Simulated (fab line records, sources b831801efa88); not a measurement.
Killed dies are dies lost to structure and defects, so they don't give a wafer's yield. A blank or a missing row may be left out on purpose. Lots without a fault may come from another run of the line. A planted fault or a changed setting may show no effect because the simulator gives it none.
Chamber matching | flow gf180mcu | GF_STI_CMP_25 on cmp-02: 4 sister chambers
The step polishes, stops on Si3N4, t overpolish 33 s, target thk 524.6 nm. 18 wafers are shown with their chamber, then 9 later ones without.

WAFERS WITH THEIR CHAMBER
wafer  | chamber | motor_current_A (A) | overpolish_run_s (s) | time_to_endpoint_s (s)
L764.1 | 3       | 11.7                | 32.984               | 121
L764.4 | 0       | 11.2                | 33.000               | 129
L764.6 | 0       | 11.3                | 32.994               | 129
L768.1 | 1       | 13.0                | 33.030               | 114
L768.4 | 2       | 10.2                | 33.003               | 124
L768.5 | 1       | 12.9                | 33.010               | 115
L772.2 | 2       | 9.5                 | 32.993               | 124
L772.4 | 0       | 11.3                | 33.006               | 136
L772.6 | 1       | 12.5                | 33.020               | 122
L781.4 | 1       | 12.1                | 33.005               | 124
L781.5 | 2       | 9.8                 | 33.002               | 130
L781.6 | 1       | 12.6                | 33.012               | 128
L782.4 | 1       | 13.3                | 33.010               | 124
L782.5 | 1       | 12.6                | 32.988               | 127
L782.6 | 2       | 10.0                | 32.990               | 135
L783.2 | 2       | 10.0                | 33.002               | 127
L783.3 | 1       | 12.5                | 33.005               | 122
L783.5 | 0       | 11.3                | 32.994               | 133

SIGNATURES (means of the wafers above)
reading            | chamber 0 | chamber 1 | chamber 2 | chamber 3 | scatter within a chamber
motor_current_A    | 11.275    | 12.688    | 9.900     | 11.700    | 0.297
overpolish_run_s   | 32.99850  | 33.01000  | 32.99800  | 32.98400  | 0.00957
time_to_endpoint_s | 131.75    | 122.00    | 128.00    | 121.00    | 4.65
Rule: a wafer's distance from a chamber is the root of the sum, over the readings, of the square of ((its reading less the chamber's mean) divided by the reading's scatter). The wafer belongs to the nearest chamber; if the next one is less than 2 further off, it can't be placed. The scatter: the root of (the sum of the squares of (reading less its chamber's mean) over the shown wafers, divided by (wafers less chambers)).

WAFERS WITHOUT THEIR CHAMBER
wafer  | motor_current_A (A) | overpolish_run_s (s) | time_to_endpoint_s (s)
L784.1 | 11.3                | 33.010               | 130
L784.5 | 10.2                | 32.985               | 130
L784.6 | 13.1                | 32.999               | 122
L786.1 | 13.1                | 33.017               | 124
L786.3 | 11.0                | 32.997               | 134
L786.4 | 11.7                | 32.990               | 130
L787.2 | 11.7                | 33.001               | 130
L787.3 | 9.1                 | 32.980               | 129
L787.5 | 9.8                 | 32.993               | 127

WHICH CHAMBER EACH WENT THROUGH
wafer  | from the rows above     | in truth
L784.1 | 0                       | 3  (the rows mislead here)
L784.5 | 2                       | 2
L784.6 | 1                       | 1
L786.1 | 1                       | 1
L786.3 | 0                       | 0
L786.4 | can't be placed: 0 or 3 | 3
L787.2 | can't be placed: 0 or 3 | 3
L787.3 | 2                       | 2
L787.5 | 2                       | 2
Placed correctly: 6 of 9. Can't be placed from these rows: 2 (the true chamber is among the candidates in 2). Placed wrongly: 1.
